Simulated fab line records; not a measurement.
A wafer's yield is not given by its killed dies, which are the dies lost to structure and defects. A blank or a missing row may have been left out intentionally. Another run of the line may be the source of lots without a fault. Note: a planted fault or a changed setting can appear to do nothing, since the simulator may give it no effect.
Comparing a struck lot with a sound one    flow gf180mcu    15 steps out of a route of 602
Sound: the wafers L137.2, L137.3, L137.5. Wafers struck: L149.2, L149.3, L149.4. The cause is given at the end.
For every step that has rows: the tool of each side, followed by ch and its chambers, followed by its first start. Under that, the readings that differ: sound wafers    struck wafers    difference of the means    sigmas: that difference in standard deviations of wafers without a fault.
alike: readings with means less than 2 such deviations apart, plus words and numbers identical on both sides. not compared: withheld readings, readings lacking a value on some wafer, bounds such as >300 that could conceal the same value, and numbers that have no deviation in the record and whose values overlap.
Wherever a step has rows on one side only, a row that says differs or no value, or a row with sigmas, the two part there. Numbers that have no deviation but don't overlap get no sigmas and don't part them. Lack of a reading on every wafer of one side parts them only where that side has two or more wafers.

GF_TOP_METAL_SPUTTER_04: material TiN, target thk 25 nm, time 20.8 s.
  struck on pvd sputter-02, day 32 15:46; sound on pvd sputter-03, day 29 09:21
  alike: throttle valve pct
GF_TOP_METAL_RS_MEAS_05: the measuring method here is four-point-probe.
  struck on film metro-01, day 32 15:49; sound on film metro-02, day 29 09:24
  alike: TOP_METAL_ALCU_RS
GF_TOP_METAL_THK_MEAS_06: measures by xrf.
  struck on film metro-01, day 32 15:56; sound on film metro-02, day 29 09:31
  alike: TOP_METAL_ALCU_THK
then, 7 steps without rows for these wafers: GF_TOP_METAL_DEHYDRATE_07 (time 60 s); GF_TOP_METAL_HMDS_08 (prime time 60 s); GF_TOP_METAL_COAT_09 (resist thk 1500 nm); GF_TOP_METAL_SOFTBAKE_10 (time 60 s); GF_TOP_METAL_EXPOSE_11 (exposes mask MetalTop, target cd 440 nm); GF_TOP_METAL_PEB_12; GF_TOP_METAL_DEVELOP_13 (develop time 60 s).
GF_TOP_METAL_CD_MEAS_14: the cd target is 440 nm.
  struck on cd sem-02, day 33 07:31; sound on cd sem-01, day 30 04:16
  alike: cd nm
GF_TOP_METAL_OVL_MEAS_15:
  struck on overlay-01, day 33 07:37; sound on overlay-02, day 30 04:22
  alike: TOP_METAL_OVL
GF_TOP_METAL_METAL_ETCH_16: etches the open film in Cl2/BCl3, stops on SiO2, target depth 1077.5 nm, time 179.6 s.
  sound on rie metal-02 ch 0,1, day 30 04:24; struck on rie metal-01 ch 0,1, day 33 07:39
reading                                         sound                 struck                difference  sigmas
oes product au (a.u.)                           0.974 0.965 0.966     0.904 0.902 0.899     -0.067      -11
throttle valve pct (%)                          28.269 28.250 28.246  28.333 28.336 28.337  +0.080      +8
model.etch.depth nm (nm)                        1021 1032 1016        900.1 898.9 901.8     -122.7      
model.TOP_METAL.feature depth nm (nm)           1021 1032 1016        900.1 898.9 901.8     -122.7      
model.NOVOLAK_of_TOP_METAL_COAT_09.thk nm (nm)  1073 1066 1074        1148 1147 1147        +76         
  alike: drypump motor current A
  not compared: rf hours counter h
GF_TOP_METAL_STRIP_17: strips in O2/N2.
  sound on plasma asher-01 ch 0,1, day 30 04:35; struck on plasma asher-03 ch 0,1, day 33 07:49
reading                       sound              struck             difference  sigmas
strip time to endpoint s (s)  13.48 13.41 13.50  14.38 14.35 14.37  +0.90       +13
  alike: drypump motor current A, heater power w, oes product au
  not compared: rf hours counter h
then, 1 step without rows for these wafers: GF_TOP_METAL_STRIP_18 (strips in post etch residue remover, time 1200 s).

== WHERE THEY PART ==
Earliest at GF_TOP_METAL_METAL_ETCH_16; latest, in this record, at GF_TOP_METAL_STRIP_17.

WHY: what the simulator had put in
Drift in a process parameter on rie metal-01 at GF_TOP_METAL_METAL_ETCH_16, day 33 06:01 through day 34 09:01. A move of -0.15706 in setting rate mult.
